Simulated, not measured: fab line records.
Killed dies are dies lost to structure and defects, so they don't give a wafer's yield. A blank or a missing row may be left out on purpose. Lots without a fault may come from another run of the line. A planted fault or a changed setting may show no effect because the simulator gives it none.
fab line records	flow sky130
[record] lots = 5	wafers = 15	last_day = 49
route steps=708 shown VIA4@652 METAL5@661 PASSIVATION@681 PAD_OPEN@708
lots with no fault: from the same line, run without faults
start_h: hours from the record's opening day to when the first of the lot's shown wafers began	wait_h: hours since the lot's step before	" same as the row above	L1.1+2: a row that stands for several wafers	- value missing, or start not given	* or withheld: withheld	< > ~ a bound
route shown NAME@n: names a module that has steps shown in the file, with the first one's number in the route	usual: mean/standard deviation taken from wafers without a fault	same: alike in all rows	chamber/n: place in a boat	sites: each site's reading	_std_site: how widely they spread, as a standard deviation	_edge_site: outer sites' mean less inner sites'	radius_mm: for every site, how far away it sits from the centre of the wafer	mask NAME#n: copy n	behind: the last tool/chamber to shape the wafer	hold: why the lot went on hold/how many hours it stayed there/how the hold came to an end	device: whichever transistor did not switch (one of n, p or np)	end of line: tests of these same wafers at the route's end	for a step that has no rows: nothing shown but its recipe	killed: the dies lost at the first sort to structure and to defects; this is not the yield of the wafer	map: shows each die of a wafer: x if killed, . if not, _ if none is there
set.NAME: the run value of the setting; set.NAME@STEP: its run value at that earlier step	model.NAME: the simulator's own value behind a step, which no gauge read
lots at some steps of the route; a table a step, a row a wafer
services: when a tool's chamber went out of use (start_h, in hours from the record's first day, below 0 if earlier), for how many hours, and the reason
[[steps]]
[step SKY_VIA4_STRIP_13]
[recipe] chemistry = O2/N2	power_w = 1400	pressure_mtorr = 1500	platen_temp_c = withheld	o2_flow_sccm = 3000	n2_flow_sccm = 300	overash_fraction = 0.5
[step SKY_VIA4_STRIP_14]
[recipe] chemistry = post_etch_residue_remover	time_s = 1200	temp_c = 72.5
[step SKY_VIA4_CLEAN_15]
[recipe] chemistry = IPA	time_s = 180	temp_c = 25
[step SKY_VIA4_CLEAN_16]
[recipe] chemistry = O3/DIW	dry = n2_spin
[step SKY_VIA4_SPUTTER_17]
[recipe] material = TiN	target_thk_nm = 20	chamber_pressure_pa = 5	power_w = 4000	time_s = 80
[step SKY_VIA4_CVD_18]
[recipe] material = W	target_thk_nm = 505	time_s = 152.14	temp_c = 400	pressure_torr = 40
[step SKY_VIA4_RS_MEAS_19]
[recipe] thk_meas_gauge = four-point-probe	reads = W_of_VIA4_CVD_18+TiN_of_VIA4_SPUTTER_17
[usual] VIA4_W_RS = 0.2257/0.002
lot.wafer	tool	chamber	start_h	wait_h	VIA4_W_RS[ohm/sq]
L602.2	film_metro-01	-	1026.14	0.1	0.2272
L602.3	"	-	"	"	0.2248
L602.6	"	-	"	"	0.2275
L603.1	film_metro-03	-	1051.89	0.1	0.2240
L603.4	"	-	"	"	0.2257
L603.6	"	-	"	"	0.2255
L605.2	film_metro-04	-	1053.93	0.1	0.2249
L605.3	"	-	"	"	0.2250
L605.6	"	-	"	"	0.2268
L609.3	film_metro-01	-	1071.48	0.1	0.2257
L609.4	"	-	"	"	0.2270
L609.6	"	-	"	"	0.2287
L618.3	film_metro-01	-	1129.91	0.1	0.2249
L618.4	"	-	"	"	0.2244
L618.5	"	-	"	"	0.2255
[step SKY_VIA4_THK_MEAS_20]
[recipe] thk_meas_gauge = xrf	reads = W_of_VIA4_CVD_18
[usual] VIA4_W_THK = 505/5.6
lot.wafer	tool	chamber	start_h	wait_h	VIA4_W_THK[nm]
L602.2	film_metro-01	-	1026.25	0.1	501
L602.3	"	-	"	"	507
L602.6	"	-	"	"	502
L603.1	film_metro-03	-	1052.01	0.1	510
L603.4	"	-	"	"	504
L603.6	"	-	"	"	508
L605.2	film_metro-04	-	1054.04	0.1	506
L605.3	"	-	"	"	507
L605.6	"	-	"	"	501
L609.3	film_metro-01	-	1071.58	0.1	508
L609.4	"	-	"	"	499
L609.6	"	-	"	"	496
L618.3	film_metro-01	-	1130.01	0.1	508
L618.4	"	-	"	"	506
L618.5	"	-	"	"	503
[step SKY_VIA4_CMP_21]
[recipe] stop_on = SiO2	t_overpolish_s = 25	down_force_psi = 3.5	platen_rpm = 59.22	target_thk_nm = 0	pad_velocity_m_s = 0.94248
[step SKY_METAL5_SPUTTER_00]
[recipe] material = Ti	target_thk_nm = 15	power_w = 3000	time_s = 10	chamber_pressure_pa = 0.4
[step SKY_METAL5_SPUTTER_01]
[recipe] material = TiN	target_thk_nm = 20	power_w = 6500	time_s = 16.7	chamber_pressure_pa = 0.4
[step SKY_METAL5_SPUTTER_02]
[recipe] material = AlCu	target_thk_nm = 1150	power_w = 10600	time_s = 61.2	chamber_pressure_pa = 0.4
[usual] throttle_valve_pct = 29.9/1.2
[same] time_s = 61.2
lot.wafer	tool	chamber	start_h	wait_h	throttle_valve_pct
L602.2	pvd_sputter-04	-	1026.64	0.0	30.7
L602.3	"	-	"	"	30.0
L602.6	"	-	"	"	31.0
L603.1	pvd_sputter-02	-	1052.54	0.0	31.6
L603.4	"	-	"	"	29.2
L603.6	"	-	"	"	29.0
L605.2	pvd_sputter-01	-	1054.59	0.0	31.1
L605.3	"	-	"	"	30.7
L605.6	"	-	"	"	29.1
L609.3	pvd_sputter-04	-	1071.97	0.0	28.1
L609.4	"	-	"	"	30.3
L609.6	"	-	"	"	30.9
L618.3	pvd_sputter-02	-	1130.40	0.0	31.4
L618.4	"	-	"	"	31.6
L618.5	"	-	"	"	28.6
[step SKY_METAL5_SPUTTER_03]
[recipe] material = Ti	target_thk_nm = 5	power_w = 3000	time_s = 3.3	chamber_pressure_pa = 0.4
[usual] throttle_valve_pct = 29.9/1.2
[same] time_s = 3.3
lot.wafer	tool	chamber	start_h	wait_h	throttle_valve_pct
L602.2	pvd_sputter-04	-	1026.69	0.0	30.7
L602.3	"	-	"	"	30.4
L602.6	"	-	"	"	31.0
L603.1	pvd_sputter-02	-	1052.59	0.0	31.3
L603.4	"	-	"	"	29.0
L603.6	"	-	"	"	29.0
L605.2	pvd_sputter-01	-	1054.65	0.0	30.8
L605.3	"	-	"	"	30.5
L605.6	"	-	"	"	28.9
L609.3	pvd_sputter-04	-	1072.02	0.0	28.3
L609.4	"	-	"	"	30.3
L609.6	"	-	"	"	31.0
L618.3	pvd_sputter-02	-	1130.45	0.0	31.5
L618.4	"	-	"	"	31.2
L618.5	"	-	"	"	28.4
[step SKY_METAL5_SPUTTER_04]
[recipe] material = TiN	target_thk_nm = 70	power_w = 6500	time_s = 58.3	chamber_pressure_pa = 0.4
[step SKY_METAL5_RS_MEAS_05]
[recipe] thk_meas_gauge = four-point-probe	reads = TiN_of_METAL5_SPUTTER_04+Ti_of_METAL5_SPUTTER_03+AlCu_of_METAL5_SPUTTER_02+TiN_of_METAL5_SPUTTER_01+Ti_of_METAL5_SPUTTER_00
[usual] METAL5_ALCU_RS = 0.02697/0.00027
lot.wafer	tool	chamber	start_h	wait_h	METAL5_ALCU_RS[ohm/sq]
L602.2	film_metro-03	-	1026.78	0.0	0.02727
L602.3	"	-	"	"	0.0275
L602.6	"	-	"	"	0.02731
L603.1	film_metro-02	-	1052.66	0.0	0.02707
L603.4	"	-	"	"	0.02693
L603.6	"	-	"	"	0.02675
L605.2	film_metro-04	-	1054.73	0.0	0.02726
L605.3	"	-	"	"	0.02723
L605.6	"	-	"	"	0.02702
L609.3	film_metro-02	-	1072.13	0.1	0.02712
L609.4	"	-	"	"	0.02715
L609.6	"	-	"	"	0.02685
L618.3	film_metro-04	-	1130.56	0.1	0.02686
L618.4	"	-	"	"	0.02679
L618.5	"	-	"	"	0.0267
[step SKY_METAL5_THK_MEAS_06]
[recipe] thk_meas_gauge = xrf	reads = AlCu_of_METAL5_SPUTTER_02
[usual] METAL5_ALCU_THK = 1144/14
lot.wafer	tool	chamber	start_h	wait_h	METAL5_ALCU_THK[nm]
L602.2	film_metro-03	-	1026.89	0.1	1115
L602.3	"	-	"	"	1112
L602.6	"	-	"	"	1118
L603.1	film_metro-02	-	1052.78	0.1	1139
L603.4	"	-	"	"	1143
L603.6	"	-	"	"	1146
L605.2	film_metro-04	-	1054.84	0.1	1136
L605.3	"	-	"	"	1138
L605.6	"	-	"	"	1146
L609.3	film_metro-02	-	1072.23	0.1	1132
L609.4	"	-	"	"	1136
L609.6	"	-	"	"	1144
L618.3	film_metro-04	-	1130.66	0.1	1158
L618.4	"	-	"	"	1159
L618.5	"	-	"	"	1163
[step SKY_METAL5_DEHYDRATE_07]
[recipe] temp_c = 200	time_s = 60
[step SKY_METAL5_HMDS_08]
[recipe] prime_time_s = 60	prime_temp_c = 120
[step SKY_METAL5_COAT_09]
[recipe] resist = NOVOLAK	spin_rpm = 3000	resist_thk_nm = 1800
[step SKY_METAL5_SOFTBAKE_10]
[recipe] temp_c = 90	time_s = 60	resist = NOVOLAK
[step SKY_METAL5_EXPOSE_11]
[recipe] mask_id = MM5	na = 0.6	source_shape = conventional	sigma_outer = 0.6	polarization = unpolarized	target_cd_nm = 1600	dose_mj = 190
[step SKY_METAL5_PEB_12]
[recipe] temp_c = withheld	time_s = *	resist = NOVOLAK
[step SKY_METAL5_DEVELOP_13]
[recipe] resist = NOVOLAK	developer = TMAH	develop_time_s = 60	dev_temp_c = 23
[step SKY_METAL5_DESCUM_14]
[recipe] chemistry = O2	source_power_w = 150	bias_power_w = 0	pressure_mtorr = 10	temp_c = 40	time_s = 11
[usual] chamber_pressure_mTorr = 10.000/0.008	drypump_motor_current_A = 5.6/0.4	oes_product_au = 1.000/0.0078
[same] time_s = 11
lot.wafer	tool	chamber	start_h	wait_h	chamber_pressure_mTorr	drypump_motor_current_A	oes_product_au	rf_hours_counter_h
L602.2	rie_metal-03	1	1050.00	0.1	10.005	5.1	1.005	1
L602.3	"	0	"	"	10.010	5.8	0.999	-
L602.6	"	1	"	"	10.004	5.1	0.999	-
L603.1	rie_metal-03	0	1073.76	0.1	10.007	5.8	1.006	14
L603.4	"	1	"	"	10.006	5.1	1.002	-
L603.6	"	0	"	"	9.995	5.8	0.997	-
L605.2	rie_metal-02	1	1076.77	0.1	9.990	6.0	1.015	17
L605.3	"	1	"	"	9.993	6.0	1.007	-
L605.6	"	1	"	"	10.004	6.0	1.014	-
L609.3	rie_metal-01	1	1092.72	0.1	9.993	6.1	0.996	-
L609.4	"	0	"	"	10.003	5.2	1.011	-
L609.6	"	0	"	"	10.005	5.2	1.002	-
L618.3	rie_metal-01	0	1148.84	0.1	10.010	5.2	1.004	-
L618.4	"	1	"	"	10.003	6.1	1.031	-
L618.5	"	0	"	"	9.996	5.2	1.002	-
[step SKY_METAL5_METAL_ETCH_15]
[recipe] target_depth_a = 12600	stop_on = SiO2	over_etch_frac = 0.2	time_s = 261.4	chemistry = Cl2/BCl3	resist_sidewall_deg = 86	pressure_mtorr = 10	icp_w = 900	bias_w = 48.5	Cl2_flow_sccm = 60	bcl3_flow_sccm = 30
[usual] bcl3_flow_sccm = 30.01/0.089	chamber_pressure_mTorr = 10.001/0.0092	drypump_motor_current_A = 5.6/0.4	oes_product_au = 0.893/0.0055	throttle_valve_pct = 22.264/0.0092
[same] time_s = 261.4
lot.wafer	tool	chamber	start_h	wait_h	bcl3_flow_sccm	chamber_pressure_mTorr	drypump_motor_current_A	oes_product_au	rf_hours_counter_h	throttle_valve_pct
L602.2	rie_metal-03	1	1050.04	0.0	29.94	9.997	5.1	0.897	1	22.263
L602.3	"	0	"	"	30.01	10.001	5.8	0.901	-	22.257
L602.6	"	1	"	"	30.05	9.995	5.1	0.900	-	22.273
L603.1	rie_metal-03	0	1073.79	0.0	29.91	9.988	5.8	0.885	14	22.274
L603.4	"	1	"	"	30.06	9.986	5.0	0.892	-	22.253
L603.6	"	0	"	"	29.99	10.018	5.8	0.884	-	22.276
L605.2	rie_metal-02	1	1076.81	0.0	30.04	9.996	5.9	0.894	17	22.267
L605.3	"	1	"	"	30.25	9.992	6.0	0.903	-	22.258
L605.6	"	1	"	"	30.17	10.005	6.0	0.897	-	22.259
L609.3	rie_metal-01	1	1092.82	0.1	29.95	9.983	6.1	0.888	-	22.270
L609.4	"	0	"	"	30.13	10.016	5.2	0.883	-	22.283
L609.6	"	0	"	"	29.90	9.988	5.2	0.899	-	22.273
L618.3	rie_metal-01	0	1148.94	0.1	30.02	10.005	5.2	0.888	-	22.268
L618.4	"	1	"	"	30.11	9.998	6.1	0.893	-	22.255
L618.5	"	0	"	"	30.05	9.998	5.2	0.891	-	22.269
[step SKY_METAL5_STRIP_16]
[recipe] chemistry = O2/N2	power_w = 1400	pressure_mtorr = 1500	platen_temp_c = withheld	o2_flow_sccm = 3000	n2_flow_sccm = 300	overash_fraction = 0.5
[step SKY_METAL5_STRIP_17]
[recipe] chemistry = post_etch_residue_remover	time_s = 1200	temp_c = 72.5
[step SKY_METAL5_CLEAN_18]
[recipe] chemistry = IPA	time_s = 180	temp_c = 25
[step SKY_METAL5_CLEAN_19]
[recipe] chemistry = O3/DIW	dry = n2_spin
[step SKY_PASSIVATION_CVD_00]
[recipe] material = SiO2	target_thk_nm = 90	temp_c = 400	time_s = withheld	rf_w = 600
[usual] heater_power_w = 681/96
lot.wafer	tool	chamber	start_h	wait_h	heater_power_w
L602.2	pecvd-01	0	1050.87	0.0	729
L602.3	"	1	"	"	671
L602.6	"	0	"	"	752
L603.1	pecvd-01	1	1074.62	0.0	609
L603.4	"	1	"	"	603
L603.6	"	2	"	"	774
L605.2	pecvd-01	2	1077.72	0.0	766
L605.3	"	0	"	"	686
L605.6	"	2	"	"	766
L609.3	pecvd-02	2	1093.57	0.0	573
L609.4	"	2	"	"	578
L609.6	"	0	"	"	677
L618.3	pecvd-04	2	1149.69	0.0	748
L618.4	"	0	"	"	732
L618.5	"	2	"	"	762
[step SKY_PASSIVATION_THK_MEAS_01]
[recipe] reads = SiO2_of_PASSIVATION_CVD_00
[usual] PASSIVATION_CVD_00_THK = 89.9/1.1
lot.wafer	tool	chamber	start_h	wait_h	PASSIVATION_CVD_00_THK[nm]
L602.2	film_metro-01	-	1050.90	-	89.2
L602.3	"	-	"	"	89.2
L602.6	"	-	"	"	91.4
L603.1	film_metro-02	-	1074.64	-	89.3
L603.4	"	-	"	"	90.3
L603.6	"	-	"	"	91.3
L605.2	film_metro-01	-	1077.75	-	89.5
L605.3	"	-	"	"	89.5
L605.6	"	-	"	"	91.7
L609.3	film_metro-01	-	1093.61	-	88.9
L609.4	"	-	"	"	91.2
L609.6	"	-	"	"	90.8
L618.3	film_metro-01	-	1149.73	-	89.7
L618.4	"	-	"	"	91.5
L618.5	"	-	"	"	91.8
[step SKY_PASSIVATION_CVD_02]
[recipe] material = Si3N4	target_thk_nm = 540	temp_c = 400	time_s = withheld	rf_w = 450
[step SKY_PASSIVATION_THK_MEAS_03]
[recipe] reads = Si3N4_of_PASSIVATION_CVD_02
[usual] PASSIVATION_CVD_02_THK = 540/7
lot.wafer	tool	chamber	start_h	wait_h	PASSIVATION_CVD_02_THK[nm]
L602.2	film_metro-02	-	1051.19	-	532
L602.3	"	-	"	"	531
L602.6	"	-	"	"	541
L603.1	film_metro-01	-	1074.94	-	537
L603.4	"	-	"	"	544
L603.6	"	-	"	"	553
L605.2	film_metro-03	-	1078.07	-	539
L605.3	"	-	"	"	541
L605.6	"	-	"	"	549
L609.3	film_metro-02	-	1093.90	-	525
L609.4	"	-	"	"	540
L609.6	"	-	"	"	534
L618.3	film_metro-03	-	1150.02	-	538
L618.4	"	-	"	"	546
L618.5	"	-	"	"	542
[step SKY_PASSIVATION_DEHYDRATE_04]
[recipe] temp_c = 200	time_s = 60
[step SKY_PASSIVATION_HMDS_05]
[recipe] prime_time_s = 60	prime_temp_c = 120
[step SKY_PASSIVATION_COAT_06]
[recipe] spin_rpm = 2000	resist_thk_nm = 3000
[step SKY_PASSIVATION_SOFTBAKE_07]
[recipe] temp_c = 110	time_s = withheld
[step SKY_PASSIVATION_EXPOSE_08]
[recipe] mask_id = NSM	target_cd_nm = 3000	na = 0.57	dose_mj = 260
[step SKY_PASSIVATION_PEB_09]
[recipe] temp_c = 115	time_s = withheld
[step SKY_PASSIVATION_DEVELOP_10]
[recipe] develop_time_s = 60	dev_temp_c = 23
[step SKY_PASSIVATION_ETCH_11]
[recipe] chemistry = CF4/O2	target_depth_nm = 725	stop_on = AlCu	source_w = 800	bias_w = 150	pressure_mtorr = 150	cf4_flow_sccm = 80	O2_flow_sccm = 10	time_s = 161.1
[step SKY_PASSIVATION_STRIP_12]
[recipe] chemistry = O2/N2	power_w = 1400	pressure_mtorr = 1500	platen_temp_c = withheld	overash_fraction = 0.7	o2_flow_sccm = 3000	n2_flow_sccm = 300
[usual] chamber_pressure_mTorr = 1500.2/1.3	drypump_motor_current_A = 5.7/0.52	n2_flow_sccm = 300.0/0.74	oes_product_au = 0.660/0.0046	strip_time_to_endpoint_s = 31.47/0.13
lot.wafer	tool	chamber	start_h	wait_h	chamber_pressure_mTorr	drypump_motor_current_A	n2_flow_sccm	oes_product_au	rf_hours_counter_h	strip_time_to_endpoint_s
L602.2	plasma_asher-02	1	1073.31	0.1	1500.7	5.3	300.1	0.664	98	31.42
L602.3	"	0	"	"	1499.5	5.6	299.3	0.654	-	31.28
L602.6	"	1	"	"	1500.4	5.3	300.3	0.664	-	31.31
L603.1	plasma_asher-03	0	1095.14	0.1	1499.0	4.9	299.1	0.662	3	31.32
L603.4	"	0	"	"	1501.8	4.9	299.4	0.660	-	31.20
L603.6	"	0	"	"	1502.9	4.9	299.4	0.653	-	31.32
L605.2	plasma_asher-03	0	1098.71	0.1	1498.6	4.9	301.4	0.662	4	31.64
L605.3	"	1	"	"	1500.3	5.9	299.8	0.661	-	31.61
L605.6	"	0	"	"	1500.6	4.9	300.0	0.649	-	31.65
L609.3	plasma_asher-01	1	1114.74	0.1	1500.2	6.1	300.5	0.663	-	31.63
L609.4	"	0	"	"	1498.8	6.5	300.1	0.658	-	31.61
L609.6	"	1	"	"	1502.6	6.1	300.0	0.664	-	31.74
L618.3	plasma_asher-02	0	1167.39	0.1	1499.7	5.6	300.3	0.660	-	31.27
L618.4	"	1	"	"	1501.4	5.3	299.6	0.661	-	31.33
L618.5	"	0	"	"	1498.9	5.6	301.0	0.660	-	31.38
[step SKY_PAD_OPEN_PROBE_99]
[usual] defect_limited_yield = 82.4/2.2	killed_at_M0_to_M3 = 44/6.8	killed_at_M4_up = 3.1/1.9	killed_at_contacts = 25/5.9	killed_at_front_end = 15/4.3	killed_at_other = 0.2/0.51	killed_dies = 87/11	killed_open = 47/7.9	killed_short = 39/6.4	sort_bin_3_pad_short = 0.9/0.44	sort_bin_5_function = 10.3/1.5	sort_bin_6_memory = 6.4/1.4	sort_n_pass = 405/11	sort_yield_pct = 82.4/2.2
[same] gross_dies = 492	killed_at_back_side = 0	sort_bin_4_leakage[%] = 0	sort_bin_8_speed[%] = 0
lot.wafer	tool	chamber	start_h	wait_h	defect_limited_yield[%]	killed_at_M0_to_M3	killed_at_M4_up	killed_at_contacts	killed_at_front_end	killed_at_other	killed_dies	killed_open	killed_short	sort_bin_3_pad_short[%]	sort_bin_5_function[%]	sort_bin_6_memory[%]	sort_n_pass	sort_yield_pct[%]	model.etest.tester.sort_n_pass	model.etest.tester.sort_yield_pct	model.etest.tester.sort_bin_5_pct	model.etest.tester.sort_bin_3_pct
L602.2	prober-02	-	1096.70	0.1	81.3	45	6	25	16	0	92	49	43	0.8	10.2	7.7	400	81.3	400	81.3	10.16	0.813
L602.3	prober-02	-	1096.75	0.2	81.1	56	2	19	16	0	93	46	47	1.4	10.8	6.7	399	81.1	399	81.1	10.77	1.423
L602.6	prober-02	-	1096.90	0.2	81.5	52	1	21	17	0	91	51	40	0.2	11.4	6.9	401	81.5	401	81.5	11.38	0.2033
L603.1	prober-01	-	1117.60	0.1	79.9	49	3	31	16	0	99	51	48	1.2	13.6	5.3	393	79.9	393	79.88	13.62	1.22
L603.4	prober-01	-	1117.75	0.2	83.9	44	1	17	17	0	79	44	35	0.8	10.2	5.1	413	83.9	413	83.94	10.16	0.813
L603.6	prober-01	-	1117.85	0.2	80.1	48	8	27	15	0	98	50	48	0.8	12.0	7.1	394	80.1	394	80.08	11.99	0.813
L605.2	prober-02	-	1121.99	0.1	83.7	31	5	29	15	0	80	44	36	1.2	8.9	6.1	412	83.7	412	83.74	8.943	1.22
L605.3	prober-02	-	1122.04	0.2	81.1	43	2	35	13	0	93	51	42	1.0	10.4	7.5	399	81.1	399	81.1	10.37	1.016
L605.6	prober-02	-	1122.19	0.2	81.5	44	4	30	12	1	91	49	42	1.6	10.0	6.9	401	81.5	401	81.5	9.959	1.626
L609.3	prober-01	-	1134.63	0.2	80.1	47	1	31	19	0	98	50	48	0.8	10.6	8.5	394	80.1	394	80.08	10.57	0.813
L609.4	prober-01	-	1134.68	0.2	82.5	48	2	24	12	0	86	44	42	0.6	10.8	6.1	406	82.5	406	82.52	10.77	0.6098
L609.6	prober-01	-	1134.78	0.2	71.7	32	75	20	12	0	139	35	33	5.5	16.5	6.3	353	71.7	353	71.75	16.46	5.488
L618.3	prober-01	-	1186.37	0.2	84.1	32	1	24	21	0	78	39	39	0.6	9.6	5.7	414	84.1	414	84.15	9.553	0.6098
L618.4	prober-01	-	1186.42	0.2	83.5	45	4	23	9	0	81	41	40	0.8	9.3	6.3	411	83.5	411	83.54	9.35	0.813
L618.5	prober-01	-	1186.47	0.2	84.1	47	4	17	10	0	78	52	26	0	9.3	6.5	414	84.1	414	84.15	9.35	0
// killed by level:class
L602.2 VIA1:geometric_particle:open=18 CONTACT:geometric_particle:open=9 POLY_GATE:geometric_particle:short=8 LI_CONTACT:geometric_particle:open=6 LI_CONTACT:geometric_particle:short=5 VIA3:geometric_particle:open=5 METAL4:geometric_particle:short=5 VIA2:geometric_particle:short=4
L602.3 VIA1:geometric_particle:open=11 CONTACT:geometric_particle:short=9 VIA2:geometric_particle:open=9 METAL1:geometric_particle:short=8 VIA3:geometric_particle:short=7 VIA1:geometric_particle:short=7 FIELD_ISO:geometric_particle:short=5 LI_CONTACT:geometric_particle:open=5
L602.6 VIA1:geometric_particle:open=15 CONTACT:geometric_particle:open=10 VIA3:geometric_particle:open=8 METAL1:geometric_particle:short=7 VIA2:geometric_particle:open=7 VIA1:geometric_particle:short=6 POLY_GATE:geometric_particle:short=5 FIELD_ISO:geometric_particle:short=4
L603.1 METAL2:geometric_particle:short=12 CONTACT:geometric_particle:open=10 POLY_GATE:geometric_particle:open=8 VIA2:geometric_particle:open=7 LOCAL_INTERCONNECT:geometric_particle:short=6 CONTACT:geometric_particle:short=6 LI_CONTACT:geometric_particle:open=5 VIA1:geometric_particle:open=5
L603.4 VIA3:geometric_particle:open=11 VIA1:geometric_particle:open=8 VIA2:geometric_particle:open=8 CONTACT:geometric_particle:open=5 FIELD_ISO:geometric_particle:short=4 POLY_CUT:geometric_particle:short=4 LI_CONTACT:geometric_particle:open=4 METAL1:geometric_particle:short=4
L603.6 VIA2:geometric_particle:open=13 CONTACT:geometric_particle:open=10 VIA1:geometric_particle:open=9 METAL4:geometric_particle:short=8 LI_CONTACT:geometric_particle:open=6 CONTACT:geometric_particle:short=6 VIA3:geometric_particle:open=6 VIA1:geometric_particle:short=5
L605.2 LI_CONTACT:geometric_particle:open=10 CONTACT:geometric_particle:short=8 VIA3:geometric_particle:open=8 METAL2:geometric_particle:short=7 CONTACT:geometric_particle:open=6 VIA1:geometric_particle:open=5 VIA2:geometric_particle:open=5 METAL4:geometric_particle:short=5
L605.3 CONTACT:geometric_particle:open=11 VIA1:geometric_particle:open=9 CONTACT:geometric_particle:short=8 LOCAL_INTERCONNECT:geometric_particle:short=7 METAL2:geometric_particle:short=7 LI_CONTACT:geometric_particle:open=6 VIA3:geometric_particle:open=6 POLY_GATE:geometric_particle:open=5
L605.6 LI_CONTACT:geometric_particle:open=11 VIA1:geometric_particle:open=9 VIA3:geometric_particle:open=8 LOCAL_INTERCONNECT:geometric_particle:short=7 CONTACT:geometric_particle:open=7 METAL1:geometric_particle:short=6 VIA2:geometric_particle:open=6 VIA1:geometric_particle:short=4
L609.3 CONTACT:geometric_particle:open=15 VIA1:geometric_particle:open=12 VIA3:geometric_particle:short=7 FIELD_ISO:geometric_particle:short=6 VIA1:geometric_particle:short=6 METAL1:geometric_particle:short=6 POLY_GATE:geometric_particle:open=5 LOCAL_INTERCONNECT:geometric_particle:open=5
L609.4 CONTACT:geometric_particle:open=11 VIA1:geometric_particle:open=11 METAL2:geometric_particle:short=10 VIA1:geometric_particle:short=7 VIA3:geometric_particle:open=6 LOCAL_INTERCONNECT:geometric_particle:short=5 LI_CONTACT:geometric_particle:open=4 METAL1:geometric_particle:short=4
L609.6 METAL5:unspecified=71 VIA1:geometric_particle:open=8 CONTACT:geometric_particle:open=6 METAL1:geometric_particle:short=6 VIA3:geometric_particle:open=5 FIELD_ISO:geometric_particle:short=4 LOCAL_INTERCONNECT:geometric_particle:short=4 METAL2:geometric_particle:short=4
L618.3 CONTACT:geometric_particle:open=10 LI_CONTACT:geometric_particle:open=6 VIA1:geometric_particle:open=6 POLY_GATE:geometric_particle:open=5 POLY_GATE:geometric_particle:short=5 METAL2:geometric_particle:short=5 VIA1:geometric_particle:short=5 VIA2:geometric_particle:short=5
L618.4 CONTACT:geometric_particle:open=12 VIA3:geometric_particle:open=7 METAL2:geometric_particle:short=6 METAL1:geometric_particle:short=6 VIA2:geometric_particle:open=6 VIA1:geometric_particle:short=6 CONTACT:geometric_particle:short=5 VIA1:geometric_particle:open=5
L618.5 VIA1:geometric_particle:open=13 CONTACT:geometric_particle:open=10 VIA2:geometric_particle:open=9 VIA3:geometric_particle:open=8 METAL2:geometric_particle:short=4 FIELD_ISO:geometric_particle:open=3 LOCAL_INTERCONNECT:geometric_particle:short=3 VIA1:geometric_particle:short=3
// map L609.6 (x killed, . not)
__________x....xx..._________
________.......x...x.._______
______.x..x............._____
_____.........x....x...x.____
____..x....x.............x___
___.x..x.....x...x..x.x....__
__........x..x...........x.._
_....x........x..............
_..........x..x.........x..x.
_....x.xx....................
_xx...xxxxxx.xx.....x........
_.x.xxxxxxxxx...........x....
_.xxxxxxxxxxxx........x...x.x
_.xxxxxxxxxxxxx..........x...
_.xxxxxxxxxxxxx...x.......x..
__.xxxxxxxxxxx........x.xx.._
___...xxxxx.............x..__
____xxxx..xx..x.......x...___
_____..x...xx......x..x..____
______.....x.xx...x....._____
________x...x.....x..._______
__________x.......x._________
// map L602.3 (x killed, . not)
__________.....xx..._________
________.x....x..x...x_______
______................x._____
_____x..xxx..x..x.xxx.x..____
____.x....x..............x___
___...........xx.........x.__
__...........xx.....x......._
_x....x.....x.........xx.x...
_.......x....x....x.xxx.xx.x.
_...x.x.x...x.......x.x......
_..x.......xxx...........xx..
_.xx.........x........x......
_....x..........xx.........x.
_..x.x...x....x......x.xx....
_x..........x........x....x..
__...x...x..x..............._
___.x.xx........x...x..x...__
____.....................x___
_____...x....xx..x.......____
______.......x........xx_____
________.....x.x......_______
__________.....x...x_________
[[services]]
tool	chamber	start_h	hours	kind
pvd_sputter-02	2	1004.26	-	consumable_replace:kit
pvd_sputter-02	2	1004.26	18.0	scheduled_down
pvd_sputter-02	2	1004.26	18.0	vent_cycle
pecvd-02	0	1004.47	4.9	repair
pvd_sputter-02	-	1006.35	1.9	repair
rie_metal-01	-	1007.61	0.8	repair
pecvd-01	2	1019.90	15.8	repair
pecvd-04	2	1023.42	11.3	repair
rie_metal-02	-	1033.53	0.7	repair
rie_metal-01	-	1039.83	1.0	repair
pecvd-01	2	1039.89	2.6	repair
plasma_asher-03	-	1055.25	9.0	pm
plasma_asher-01	-	1075.31	0.6	repair
plasma_asher-02	-	1077.12	2.8	pm
rie_metal-02	-	1080.64	1.8	repair
pecvd-01	-	1106.26	2.8	pm
rie_metal-01	-	1113.17	2.8	pm
pvd_sputter-01	-	1117.83	3.0	repair
pecvd-01	-	1118.33	6.0	pm
rie_metal-02	0	1122.50	18.1	repair
plasma_asher-01	-	1149.54	0.5	repair
pecvd-04	1	1153.88	5.4	repair
rie_metal-01	-	1159.70	2.1	repair
pecvd-02	-	1164.28	1.1	repair
[[key]]
[first_sign] step = SKY_PAD_OPEN_PROBE_99	reading = killed_at_M4_up	direction = up	sigmas = 38	usual = 3.1	struck = 75
[effect] step = SKY_PAD_OPEN_PROBE_99	reading = sort_bin_3_pad_short	direction = up	sigmas = 10	usual = 0.9	struck = 5.5
[model_effect] step = SKY_PAD_OPEN_PROBE_99	value = etest.tester.sort_n_pass	without = 417	struck = 353
met_at SKY_METAL5_SPUTTER_03
struck_wafers L609.6
onset_between 1026.69 1072.02
[fault] kind = chamber_particle_source	tool = pvd_sputter-04	chamber = -	onset_h = 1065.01	steps = SKY_METAL5_SPUTTER_03	rate_per_visit_cm2 = 2.0315	end_h = 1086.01	scope = struck_wafers_only
